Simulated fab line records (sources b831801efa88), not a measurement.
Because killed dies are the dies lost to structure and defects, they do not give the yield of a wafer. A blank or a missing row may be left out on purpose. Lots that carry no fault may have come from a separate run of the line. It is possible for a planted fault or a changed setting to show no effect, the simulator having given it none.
fab line records ; flow sky130
[record] lots = 6; wafers = 18; last-day = 50
route steps=708 shown DNWELL@35 PWDE@45 PAD_OPEN@708
lots untouched by any fault: they come from a run of this same line in which no faults occurred
start-h: hours from the record's first day to the start of the lot's first wafer shown ; wait-h: hours from the lot's prior step to this one ; " as in the row above ; L1.1+2: a row that stands for several wafers ; - no value, or no start was given ; * or withheld: withheld ; < > ~ a bound
route shown NAME@n: NAME is a module with steps in the file, n the number in the route of the first one ; usual: the fault-free wafers' mean and standard deviation ; same: alike in all rows ; chamber/n: place in a boat ; sites: per-site readings ; _std_site: their standard deviation ; _edge_site: outer sites' mean less inner sites' ; radius-mm: for every site, how far away it sits from the centre of the wafer ; mask NAME#n: copy n ; behind: the last tool/chamber to shape the wafer ; hold: what put the lot on hold/how long, in hours/how the hold closed ; device: the n, p or np transistor that did not switch ; end of line: the route-end tests of the same wafers ; step lacking rows: just its recipe ; killed: at the first sort, the dies lost to defects and structure; wafer yield is something else ; map: dies across one wafer; x = killed, . = not, _ = none there
set.NAME: the run value of the setting; set.NAME@STEP: its run value at that earlier step ; model.NAME: the simulator's own value behind a step, which no gauge read
a table for each step, a row for each wafer; lots at some steps of the route
services: a tool's chamber out of use, with start hour (start-h, from the record's first day; less than 0 if before it), hours out, and reason
[[steps]]
[step SKY_DNWELL_DEHYDRATE_00]
[recipe] temp-c = 200; time-s = 60
[step SKY_DNWELL_HMDS_01]
[recipe] prime-time-s = 60; prime-temp-c = 120
[step SKY_DNWELL_COAT_02]
[recipe] spin-rpm = 2000; resist-thk-nm = 3000
[step SKY_DNWELL_SOFTBAKE_03]
[recipe] temp-c = 110; time-s = withheld
[step SKY_DNWELL_EXPOSE_04]
[recipe] mask-id = DNM; na = 0.57; target-cd-nm = 3000; dose-mj = 222
[step SKY_DNWELL_PEB_05]
[recipe] temp-c = 115; time-s = withheld
[step SKY_DNWELL_DEVELOP_06]
[recipe] wall-angle-deg = 90; developer = TMAH; develop-time-s = 60; dev-temp-c = 23
[step SKY_DNWELL_IMPLANT_07]
[recipe] species = P; energy-kev = withheld; dose-cm2 = withheld; tilt-deg = withheld
[step SKY_DNWELL_STRIP_08]
[recipe] chemistry = O2/N2; power-w = 1400; pressure-mtorr = 1500; platen-temp-c = withheld; o2-flow-sccm = 3000; n2-flow-sccm = 300; overash-fraction = 0.5
[usual] chamber-pressure-mTorr = 1499.9/1.4; drypump-motor-current-A = 5.6/0.54; oes-product-au = 0.723/0.0047; strip-time-to-endpoint-s = 36.94/0.081
lot.wafer;tool;chamber;start-h;wait-h;chamber-pressure-mTorr;drypump-motor-current-A;oes-product-au;rf-hours-counter-h;strip-time-to-endpoint-s
L395.1;plasma-asher-01;0;92.74;0.1;1500.5;5.8;0.721;41;37.00
L395.2;plasma-asher-01;1;92.74;0.1;1500.1;5.5;0.718;41;36.86
L395.4;plasma-asher-01;0;92.74;0.1;1500.7;5.8;0.716;-;36.90
L396.2;plasma-asher-04;0;97.36;0.1;1500.3;5.1;0.725;44;36.92
L396.4;plasma-asher-04;1;97.36;0.1;1500.4;5.7;0.728;-;36.83
L396.6;plasma-asher-04;0;97.36;0.1;1498.0;5.1;0.725;-;36.81
L402.1;plasma-asher-04;0;125.14;0.1;1499.1;5.1;0.725;48;37.11
L402.4;plasma-asher-04;0;125.14;0.1;1496.4;5.1;0.718;-;36.90
L402.5;plasma-asher-04;1;125.14;0.1;1497.9;5.7;0.716;-;36.96
L403.1;plasma-asher-03;1;133.54;0.1;1500.9;5.0;0.717;41;36.92
L403.2;plasma-asher-03;0;133.54;0.1;1500.0;6.5;0.721;41;36.98
L403.6;plasma-asher-03;1;133.54;0.1;1497.6;5.0;0.730;-;36.88
L410.2;plasma-asher-03;1;171.46;0.1;1502.2;5.0;0.725;45;36.83
L410.4;plasma-asher-03;1;171.46;0.1;1502.0;5.0;0.727;-;36.81
L410.5;plasma-asher-03;0;171.46;0.1;1500.2;6.5;0.726;-;36.90
L411.3;plasma-asher-01;1;178.99;0.1;1500.2;5.5;0.724;-;37.02
L411.5;plasma-asher-01;0;178.99;0.1;1499.4;5.8;0.730;-;37.06
L411.6;plasma-asher-01;1;178.99;0.1;1500.8;5.5;0.724;-;36.97
[step SKY_DNWELL_TW_MEAS_09]
[usual] DNWELL_TW = 1107/16
lot.wafer;tool;chamber;start-h;wait-h;DNWELL_TW
L395.1;film-metro-02;-;92.84;0.1;1095
L395.2;film-metro-02;-;92.84;0.1;1105
L395.4;film-metro-02;-;92.84;0.1;1103
L396.2;film-metro-03;-;97.47;0.1;1120
L396.4;film-metro-03;-;97.47;0.1;1121
L396.6;film-metro-03;-;97.47;0.1;1119
L402.1;film-metro-02;-;125.24;0.1;1110
L402.4;film-metro-02;-;125.24;0.1;1110
L402.5;film-metro-02;-;125.24;0.1;1103
L403.1;film-metro-04;-;133.64;0.1;1098
L403.2;film-metro-04;-;133.64;0.1;1090
L403.6;film-metro-04;-;133.64;0.1;1096
L410.2;film-metro-03;-;171.57;0.1;1117
L410.4;film-metro-03;-;171.57;0.1;1119
L410.5;film-metro-03;-;171.57;0.1;1118
L411.3;film-metro-02;-;179.08;0.1;1110
L411.5;film-metro-02;-;179.08;0.1;1107
L411.6;film-metro-02;-;179.08;0.1;1108
[step SKY_PWDE_DEHYDRATE_00]
[recipe] temp-c = 200; time-s = 60
[step SKY_PWDE_HMDS_01]
[recipe] prime-time-s = 60; prime-temp-c = 120
[step SKY_PWDE_COAT_02]
[recipe] spin-rpm = 2000; resist-thk-nm = 3000
lot.wafer;tool;chamber;start-h;wait-h;model.coat_of_PWDE_COAT_02.thk-nm
L395.1;litho-track-01;0;101.05;0.1;931.4
L395.2;litho-track-01;0;101.05;0.1;932.5
L395.4;litho-track-01;0;101.05;0.1;933.3
L396.2;litho-track-01;0;105.37;0.1;934.3
L396.4;litho-track-01;0;105.37;0.1;933
L396.6;litho-track-01;0;105.37;0.1;932
L402.1;litho-track-02;0;135.09;0.1;2995
L402.4;litho-track-02;0;135.09;0.1;3001
L402.5;litho-track-02;0;135.09;0.1;3005
L403.1+2;litho-track-04;0;142.51;0.1;3003
L403.6;litho-track-04;0;142.51;0.1;2997
L410.2;litho-track-01;0;181.42;0.1;2985
L410.4;litho-track-01;0;181.42;0.1;2987
L410.5;litho-track-01;0;181.42;0.1;2991
L411.3;litho-track-01;0;188.45;0.1;3002
L411.5;litho-track-01;0;188.45;0.1;2997
L411.6;litho-track-01;0;188.45;0.1;2996
[step SKY_PWDE_SOFTBAKE_03]
[recipe] temp-c = 110; time-s = withheld
[step SKY_PWDE_EXPOSE_04]
[recipe] mask-id = PWDEM; na = 0.6; source-shape = conventional; sigma-outer = 0.6; polarization = unpolarized; target-cd-nm = 840; dose-mj = 214
[step SKY_PWDE_PEB_05]
[recipe] temp-c = 115; time-s = withheld
[step SKY_PWDE_DEVELOP_06]
[recipe] wall-angle-deg = 90; developer = TMAH; develop-time-s = 60; dev-temp-c = 23
lot.wafer;tool;chamber;start-h;wait-h;model.coat_of_PWDE_COAT_02.thk-nm
L395.1;litho-track-04;0;-;-;927.2
L395.2;litho-track-04;0;-;-;928.2
L395.4;litho-track-04;0;-;-;929.1
L396.2;litho-track-04;0;-;-;930
L396.4;litho-track-04;0;-;-;928.8
L396.6;litho-track-04;0;-;-;927.7
L402.1;litho-track-01;0;-;-;2991
L402.4;litho-track-01;0;-;-;2997
L402.5;litho-track-01;0;-;-;3001
L403.1;litho-track-01;0;-;-;2998
L403.2;litho-track-01;0;-;-;2999
L403.6;litho-track-01;0;-;-;2992
L410.2;litho-track-04;0;-;-;2981
L410.4;litho-track-04;0;-;-;2983
L410.5;litho-track-04;0;-;-;2987
L411.3;litho-track-02;0;-;-;2997
L411.5;litho-track-02;0;-;-;2993
L411.6;litho-track-02;0;-;-;2992
[step SKY_PWDE_OVL_MEAS_07]
[usual] PWDE_OVL = -0.4/1.6
lot.wafer;tool;chamber;start-h;wait-h;PWDE_OVL[nm]
L395.1;overlay-02;-;109.91;-;-1.3
L395.2;overlay-02;-;109.91;-;0.0
L395.4;overlay-02;-;109.91;-;-0.9
L396.2;overlay-02;-;114.92;-;-3.1
L396.4;overlay-02;-;114.92;-;-2.7
L396.6;overlay-02;-;114.92;-;-1.6
L402.1;overlay-02;-;143.55;-;0.3
L402.4;overlay-02;-;143.55;-;0.1
L402.5;overlay-02;-;143.55;-;0.1
L403.1;overlay-01;-;152.25;-;-0.8
L403.2;overlay-01;-;152.25;-;-1.4
L403.6;overlay-01;-;152.25;-;-0.6
L410.2;overlay-02;-;192.27;-;0.5
L410.4;overlay-02;-;192.27;-;-0.4
L410.5;overlay-02;-;192.27;-;0.0
L411.3;overlay-01;-;199.20;-;1.9
L411.5;overlay-01;-;199.20;-;2.1
L411.6;overlay-01;-;199.20;-;2.2
[step SKY_PWDE_IMPLANT_08]
[recipe] species = B; energy-kev = 150; dose-cm2 = 3.6e+12; tilt-deg = withheld
[step SKY_PWDE_STRIP_09]
[recipe] chemistry = O2/N2; power-w = 1400; pressure-mtorr = 1500; platen-temp-c = withheld; o2-flow-sccm = 3000; n2-flow-sccm = 300; overash-fraction = 0.5
[usual] chamber-pressure-mTorr = 1500.0/1.4; drypump-motor-current-A = 5.7/0.47; oes-product-au = 0.722/0.0046; strip-time-to-endpoint-s = 36.92/0.098
lot.wafer;tool;chamber;start-h;wait-h;chamber-pressure-mTorr;drypump-motor-current-A;oes-product-au;rf-hours-counter-h;strip-time-to-endpoint-s
L395.1;plasma-asher-03;1;110.10;0.1;1499.5;5.0;0.716;39;12.57
L395.2;plasma-asher-03;0;110.10;0.1;1502.8;6.5;0.716;39;12.60
L395.4;plasma-asher-03;1;110.10;0.1;1500.1;5.0;0.707;-;12.60
L396.2;plasma-asher-02;0;115.10;0.1;1499.0;5.7;0.715;30;12.62
L396.4;plasma-asher-02;1;115.10;0.1;1499.8;5.5;0.722;-;12.61
L396.6;plasma-asher-02;0;115.10;0.1;1501.1;5.7;0.717;-;12.58
L402.1;plasma-asher-01;0;143.73;0.1;1501.2;5.8;0.718;3;36.84
L402.4;plasma-asher-01;1;143.73;0.1;1499.1;5.5;0.724;-;36.92
L402.5;plasma-asher-01;0;143.73;0.1;1503.6;5.8;0.722;-;36.96
L403.1;plasma-asher-01;0;152.43;0.1;1502.1;5.8;0.723;3;36.93
L403.2;plasma-asher-01;1;152.43;0.1;1500.7;5.5;0.725;3;36.96
L403.6;plasma-asher-01;0;152.43;0.1;1499.0;5.8;0.713;-;36.86
L410.2;plasma-asher-01;1;192.45;0.1;1499.9;5.5;0.712;8;36.74
L410.4;plasma-asher-01;0;192.45;0.1;1498.2;5.8;0.728;-;36.75
L410.5;plasma-asher-01;1;192.45;0.1;1499.2;5.5;0.715;-;36.80
L411.3;plasma-asher-01;1;199.41;0.1;1497.8;5.5;0.723;-;36.94
L411.5;plasma-asher-01;0;199.41;0.1;1500.7;5.8;0.726;-;36.88
L411.6;plasma-asher-01;1;199.41;0.1;1500.3;5.5;0.722;-;36.86
[step SKY_PWDE_TW_MEAS_10]
[usual] PWDE_TW = 372/4.7
lot.wafer;tool;chamber;start-h;wait-h;PWDE_TW
L395.1;film-metro-02;-;110.20;0.1;375
L395.2;film-metro-02;-;110.20;0.1;376
L395.4;film-metro-02;-;110.20;0.1;375
L396.2;film-metro-04;-;115.21;0.1;363
L396.4;film-metro-04;-;115.21;0.1;367
L396.6;film-metro-04;-;115.21;0.1;368
L402.1;film-metro-03;-;143.83;0.1;377
L402.4;film-metro-03;-;143.83;0.1;378
L402.5;film-metro-03;-;143.83;0.1;378
L403.1;film-metro-04;-;152.53;0.1;370
L403.2;film-metro-04;-;152.53;0.1;368
L403.6;film-metro-04;-;152.53;0.1;368
L410.2;film-metro-04;-;192.56;0.1;364
L410.4;film-metro-04;-;192.56;0.1;364
L410.5;film-metro-04;-;192.56;0.1;364
L411.3;film-metro-04;-;199.49;0.1;366
L411.5;film-metro-04;-;199.49;0.1;365
L411.6;film-metro-04;-;199.49;0.1;368
[step SKY_PAD_OPEN_PROBE_99]
[usual] killed_at_M0_to_M3 = 44/6.9; killed_at_M4_up = 3.3/1.8; killed-at-contacts = 24/5; killed-at-front-end = 16/4.6; killed-at-other = 0.2/0.42; killed-dies = 88/9.2; killed-on-rim = 17/3.5; killed-open = 48/7.3; killed-short = 40/6.5
[same] gross-dies = 492; killed-at-back-side = 0
lot.wafer;tool;chamber;start-h;wait-h;killed_at_M0_to_M3;killed_at_M4_up;killed-at-contacts;killed-at-front-end;killed-at-other;killed-dies;killed-on-rim;killed-open;killed-short
L395.1;prober-02;-;1125.65;0.1;30;1;20;430;1;482;89;32;38
L395.2;prober-02;-;1125.70;0.1;36;4;19;422;0;481;86;41;33
L395.4;prober-02;-;1125.80;0.2;35;4;20;424;0;483;90;40;29
L396.2;prober-01;-;1128.77;0.1;39;3;24;418;0;484;93;46;30
L396.4;prober-01;-;1128.87;0.2;45;2;24;414;0;485;89;50;39
L396.6;prober-01;-;1128.97;0.2;37;1;19;424;0;481;90;37;35
L402.1;prober-01;-;1158.77;0.1;44;4;20;21;0;89;9;48;39
L402.4;prober-01;-;1158.92;0.2;37;2;24;20;1;84;18;47;37
L402.5;prober-01;-;1158.97;0.2;48;2;22;23;0;95;20;44;50
L403.1;prober-02;-;1164.75;0.1;46;3;20;14;0;83;22;49;34
L403.2;prober-02;-;1164.80;0.1;31;3;17;19;1;71;10;40;31
L403.6;prober-02;-;1165.00;0.2;55;1;35;11;0;102;19;63;39
// killed by level:class
L395.1 PWDE:area-expose=412 POLY_GATE:geometric-particle:short=10 LI_CONTACT:geometric-particle:open=10 VIA3:geometric-particle:open=7 VIA1:geometric-particle:short=6 CONTACT:geometric-particle:open=5 METAL3:geometric-particle:short=5 CONTACT:geometric-particle:short=3
L395.2 PWDE:area-expose=407 CONTACT:geometric-particle:open=11 VIA1:geometric-particle:open=10 VIA1:geometric-particle:short=7 METAL2:geometric-particle:short=5 FIELD_ISO:geometric-particle:open=4 VIA2:geometric-particle:short=4 VIA3:geometric-particle:open=4
L395.4 PWDE:area-expose=413 LI_CONTACT:geometric-particle:open=10 VIA3:geometric-particle:open=10 VIA1:geometric-particle:open=7 CONTACT:geometric-particle:open=4 POLY_CUT:geometric-particle:short=3 LI_CONTACT:geometric-particle:short=3 VIA2:geometric-particle:open=3
L396.2 PWDE:area-expose=407 VIA1:geometric-particle:open=10 CONTACT:geometric-particle:open=9 VIA2:geometric-particle:open=6 LI_CONTACT:geometric-particle:open=5 CONTACT:geometric-particle:short=5 FIELD_ISO:geometric-particle:short=4 METAL2:geometric-particle:short=4
L396.4 PWDE:area-expose=394 CONTACT:geometric-particle:open=12 METAL1:geometric-particle:short=8 METAL2:geometric-particle:short=8 VIA2:geometric-particle:open=6 LI_CONTACT:geometric-particle:open=6 VIA3:geometric-particle:open=6 FIELD_ISO:geometric-particle:open=5
L396.6 PWDE:area-expose=409 VIA1:geometric-particle:open=10 FIELD_ISO:geometric-particle:short=7 CONTACT:geometric-particle:open=7 LI_CONTACT:geometric-particle:open=5 LOCAL_INTERCONNECT:geometric-particle:short=5 METAL1:geometric-particle:short=5 VIA2:geometric-particle:open=5
L402.1 CONTACT:geometric-particle:open=10 VIA3:geometric-particle:open=8 VIA1:geometric-particle:open=7 FIELD_ISO:geometric-particle:open=6 VIA2:geometric-particle:open=6 FIELD_ISO:geometric-particle:short=5 LI_CONTACT:geometric-particle:open=5 METAL2:geometric-particle:short=5
L402.4 VIA1:geometric-particle:open=14 CONTACT:geometric-particle:open=9 LI_CONTACT:geometric-particle:open=7 FIELD_ISO:geometric-particle:short=6 POLY_GATE:geometric-particle:short=5 POLY_GATE:geometric-particle:open=4 LOCAL_INTERCONNECT:geometric-particle:short=4 METAL2:geometric-particle:short=4
L402.5 METAL2:geometric-particle:short=11 VIA3:geometric-particle:open=10 FIELD_ISO:geometric-particle:open=9 CONTACT:geometric-particle:open=8 METAL1:geometric-particle:short=6 FIELD_ISO:geometric-particle:short=5 LI_CONTACT:geometric-particle:open=5 CONTACT:geometric-particle:short=5
L403.1 VIA1:geometric-particle:open=15 CONTACT:geometric-particle:open=6 LI_CONTACT:geometric-particle:open=5 METAL2:geometric-particle:short=5 VIA2:geometric-particle:open=5 FIELD_ISO:geometric-particle:open=4 POLY_GATE:geometric-particle:short=4 VIA3:geometric-particle:open=4
L403.2 VIA1:geometric-particle:open=10 CONTACT:geometric-particle:open=7 VIA3:geometric-particle:short=5 FIELD_ISO:geometric-particle:open=4 CONTACT:geometric-particle:short=4 METAL1:geometric-particle:short=4 FIELD_ISO:geometric-particle:short=3 SPACER:geometric-particle:open=3
L403.6 VIA1:geometric-particle:open=16 CONTACT:geometric-particle:open=13 VIA3:geometric-particle:open=10 LI_CONTACT:geometric-particle:open=9 METAL1:geometric-particle:short=7 VIA2:geometric-particle:open=6 POLY_GATE:geometric-particle:short=4 LI_CONTACT:geometric-particle:short=4
// map L395.4 (x killed, . not)
__________xxxxxxxxxx_________
________xxxxxxxxxxxxxx_______
______xxxxxxxxxxxxxxxxxx_____
_____xxxxxxxxxxxxxxxxxxxx____
____xxxxxxxxxxxxxxxxxxxxxx___
___xxxxxxxxxxxxxxxxxxxxxxxx__
__xxxxxxxxxxxxxxxxxxxxxxxxxx_
_xxxxxxxxxxxxxxxxxxxxxxxxxxxx
_xxxxxxxxxxxxxxxxxxxxxxxxxxxx
_xxxxxxxxxxxxxxxxxxxxxxxxxxxx
_xxxxxxxxxxxxxxxxxxxxxxxxxxxx
_x.xxxxxxxxxxxxxxxxxxxxxxxxxx
_xxxxxxxxxxxxxxxxxxxxxxxxxxxx
_xxxxxxxxxxxxxxxxxxxxxxxxxxxx
_xxxxxxxxxxxxxxxxxxxxxxxxxxxx
__xxxxxxxxxxxxxxxxxxxxxxxx.x_
___xxxxxxxxxxxxxxxxxxxxxxx.__
____xxxxxxxxxxxxxxxxxx.xxx___
_____xxxxxxxxxxxxxxxxxxxx____
______xxxxxxxxxxxxxxxxx._____
________xxxx.xxxxxxxxx_______
__________..xxxxxxx._________
// map L396.4 (x killed, . not)
__________xxxxxxxxxx_________
________xxxxxxxxxxxxxx_______
______xxxxxxxxxxxxxxxxxx_____
_____xxxxxxxxxxxxxxxxxxxx____
____xxxxxxxxxxxxxxxxxxxxx.___
___xxxxxxxxxxxxxxxxxxxxxxxx__
__xxxxxxxxxxxxxxxxxxxxxxxxxx_
_xxxxxxxxxxxxxxxxxxxxxxxxxxxx
_xxxxxxxxxxxxxxxxxxxxxxxxxxxx
_xxxxxxxxxxxxxxxxxxxxxxxxxxxx
_xxxxxxxxxxxxxxxxxxxxxxxxxxxx
_xxxxxxxxxxxxxxxxxxxxxxxxxxx.
_xxxxxxxxxxxxxxxxxxxxxxxxxxxx
_xxxxxxxxxxxxxxxxxxxxxxxxxxxx
_xxxxxxxxxxxxxxxxxxxxxxxxxxx.
__xxxxxxxxxxxxxxxxxxxxxxxxx._
___xxxxxxxxxxxxxxxxxxxxxxxx__
____xxxxxxxxxxxxxxxxxxxxxx___
_____xxxxxxxxxxxxxxxxxxx.____
______xxxxxxxxxxxxxxxxxx_____
________xxxxxxxxxxxxx._______
__________xxxx.xxxxx_________
[[services]]
tool;chamber;start-h;hours;kind
plasma-asher-03;-;80.19;0.3;repair
plasma-asher-01;-;108.75;9.0;pm
plasma-asher-01;0;108.75;9.0;vent-cycle
plasma-asher-01;1;108.75;9.0;vent-cycle
plasma-asher-01;0;117.75;-;clean
plasma-asher-01;1;117.75;-;clean
plasma-asher-02;-;120.56;6.3;repair
plasma-asher-03;-;126.28;1.9;repair
plasma-asher-01;-;135.47;1.9;repair
plasma-asher-03;-;141.47;4.1;repair
plasma-asher-04;-;179.45;3.2;repair
plasma-asher-04;-;188.82;1.0;repair
[[key]]
[first-sign] step = SKY_PWDE_STRIP_09; reading = strip-time-to-endpoint-s; direction = down; sigmas = 99+; usual = *; struck = *
[effect] step = SKY_PAD_OPEN_PROBE_99; reading = killed-at-front-end; direction = up; sigmas = 88; usual = 16; struck = 422
[model-effect] step = SKY_PWDE_COAT_02; value = coat_of_PWDE_COAT_02.thk-nm; without = 3003; struck = 932.7
[model-effect] step = SKY_PWDE_DEVELOP_06; value = coat_of_PWDE_COAT_02.thk-nm; without = 2999; struck = 928.5
[more-kills-born-at] SKY_PWDE_EXPOSE_04@iline-stepper-01 = 1232; SKY_PWDE_EXPOSE_04@iline-stepper-02 = 1210
met-at SKY_PWDE_COAT_02
struck-wafers L395.1,L395.2,L395.4,L396.2,L396.4,L396.6
tester-left-out L395,L396
[fault] kind = process-parameter-drift; tool = litho-track-01; chamber = -; onset-h = 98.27; steps = SKY_PWDE_COAT_02; channel = resist-thk-nm; offset = -2068.1; shape = step; end-h = 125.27; acts-in = these-recipes-only; stated = 3000
// tester-left-out: of these lots the tester's yield and bins aren't shown, on N5 and GAA mostly nor the transistor test; their killed dies are dies lost to structure and defects alone, not to doping, threshold or leakage, so they don't give the yield
